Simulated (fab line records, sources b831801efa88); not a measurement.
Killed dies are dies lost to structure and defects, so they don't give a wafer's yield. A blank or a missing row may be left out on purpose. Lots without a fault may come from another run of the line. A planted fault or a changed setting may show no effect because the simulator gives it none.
Which tool did it? | flow gf180mcu | 14 lots, 41 wafers sampled, at 1 step of a route of 602

WHAT THE GAUGES READ, wafer by wafer
GF_MVSD_TW_MEAS_11. Usual: MVSD_TW 1589, standard deviation 11.
lot  | measured     | on            | MVSD_TW        | flag
L424 | day 4 15:18  | film_metro-01 | 1583 1582 1584 |
L425 | day 4 18:56  | film_metro-04 | 1601 1604 1595 |
L426 | day 5 05:46  | film_metro-04 | 1606 1604 1601 |
L427 | day 5 14:31  | film_metro-01 | 1565 1571 1569 |
L434 | day 7 01:49  | film_metro-04 | 1593 1596 1595 |
L437 | day 7 18:09  | film_metro-04 | 1600 1602      |
L438 | day 7 23:59  | film_metro-04 | 1601 1594 1601 |
L440 | day 8 14:43  | film_metro-01 | 1578 1578 1576 |
L441 | day 9 04:57  | film_metro-04 | 1592 1590 1595 |
L442 | day 9 11:51  | film_metro-02 | 1591 1592 1599 |
L443 | day 9 13:27  | film_metro-02 | 1577 1582 1585 |
L444 | day 9 16:57  | film_metro-04 | 1603 1582 1588 |
L445 | day 9 22:46  | film_metro-04 | 1590 1590 1582 |
L446 | day 10 05:36 | film_metro-01 | 1573 1577 1576 |

WHICH TOOL RAN EACH LOT (tool, then ch and the chambers of the sampled wafers, then the start)
The record holds no process step before these readings.

WHAT THE TOOLS THEMSELVES READ (means of the sampled wafers that have a number; where no wafer has one, the mark that the record gives instead)
The record holds no such reading with a usual standard deviation.

THE ANSWER, worked out from the rows above alone
Rule: a lot is off if the mean of its wafers that have a number lies more than 3 standard deviations from the usual mean. A lot without any number at a reading at which 4 lots or more have one is off too. The other lots that the step has rows for count as sound. The gauges are gone through in route order, then the tools' own readings, and for those a lot's mean is taken as printed above. The first step at which some lot is off is used, and at that step the reading that is off furthest; a lot without a number counts as furthest.
No lot is off at any reading shown: from this, nothing can be told.

WHAT THE SIMULATOR HAD PUT IN
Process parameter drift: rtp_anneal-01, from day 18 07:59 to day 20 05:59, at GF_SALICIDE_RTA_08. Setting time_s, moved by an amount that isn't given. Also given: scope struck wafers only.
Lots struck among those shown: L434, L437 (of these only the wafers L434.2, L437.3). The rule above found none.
